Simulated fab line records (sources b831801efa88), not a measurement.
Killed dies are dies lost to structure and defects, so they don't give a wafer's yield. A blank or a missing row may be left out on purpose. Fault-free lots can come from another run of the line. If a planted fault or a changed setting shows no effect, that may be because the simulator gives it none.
Problem report in the 8D (eight disciplines) form, filled by code | flow gf180mcu | the parts of the form that need people (team, actions taken, sign-off) are left out

== 1. WHAT WENT WRONG ==
Wafers without a fault read 160.01, standard deviation 0.049; beam energy keV at GF_NWELL_IMPLANT_09 reads a mean of 174.82 on 6 wafers belonging to 2 lots. So: +99 or more standard deviations from the usual mean.
Seen first at day 4 22:56 on implanter-02, wafer L923.1. At this step, 42 wafers from 14 lots have a number in the record. Rule for "out" (also "out of limits"): further than 4 standard deviations from the usual mean. Any other wafer with a number is counted as sound.

== 2. WHAT THIS IS AND IS NOT ==
question                    | is                     | is not
which readings at this step | beam energy keV        | faraday current uA
which lots                  | L923, L925             | L917, L919, L920, L921, L924, L927, L932, L933, L935, L936, L937, L939
which wafers of those lots  | all that have a number | -
read on which tools         | implanter-02           | implanter-01, implanter-03
when                        | from day 4 22:56       | up to then (12 sound wafers); but 24 sound wafers of L924, L927, L932, L933, L935, L936, L937, L939 came after

== 3. THE SUSPECTS, EACH WITH WHAT RULES IT OUT ==
Counting: any tool at a process step up to the reading is kept as a suspect provided that every lot that is out went through it and no sound lot did after the first of them.
- implanter-02 at GF_NWELL_IMPLANT_09: kept. It processed each lot that is out, first L923 at day 4 22:56, and no sound lot thereafter; up to then, the last sound lot it processed was L921 at day 4 11:54. Its own beam energy keV readings are out on those wafers.
Remaining after the count: implanter-02 at GF_NWELL_IMPLANT_09.

== 4. THE CAUSE (what the simulator had put in) ==
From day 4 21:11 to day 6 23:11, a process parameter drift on implanter-02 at GF_NWELL_IMPLANT_09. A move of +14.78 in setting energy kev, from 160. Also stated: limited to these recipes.
This tool alone remained once counting was done.

== 5. SEQUENCE OF EFFECTS, ordered by route ==
Each row: a reading where the mean over the struck wafers with a number is more than 3 standard deviations away from the usual. Readings are gone through only where the record gives a usual standard deviation; hours: the median, over the lots, of the time from a lot's start at the first step in this table giving one to that lot's start at this step; sigmas: the change measured in usual standard deviations.
hours | step                | reading         | usual  | on struck wafers | change | sigmas
0     | GF_NWELL_IMPLANT_09 | beam energy keV | 160.01 | 174.82           | +14.81 | +99 or more
Process steps it contains:
- GF_NWELL_IMPLANT_09
Later steps that measure or inspect, where all struck wafers having a row at the step show a number for every such reading and not one has moved that far: GF_VT_IMPLANT_OVL_MEAS_18.

== 6. HOW IT WOULD HAVE BEEN CAUGHT EARLIER ==
In this record no reading fell out of limits until day 4 22:56, 2 hours after the fault had begun at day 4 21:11.
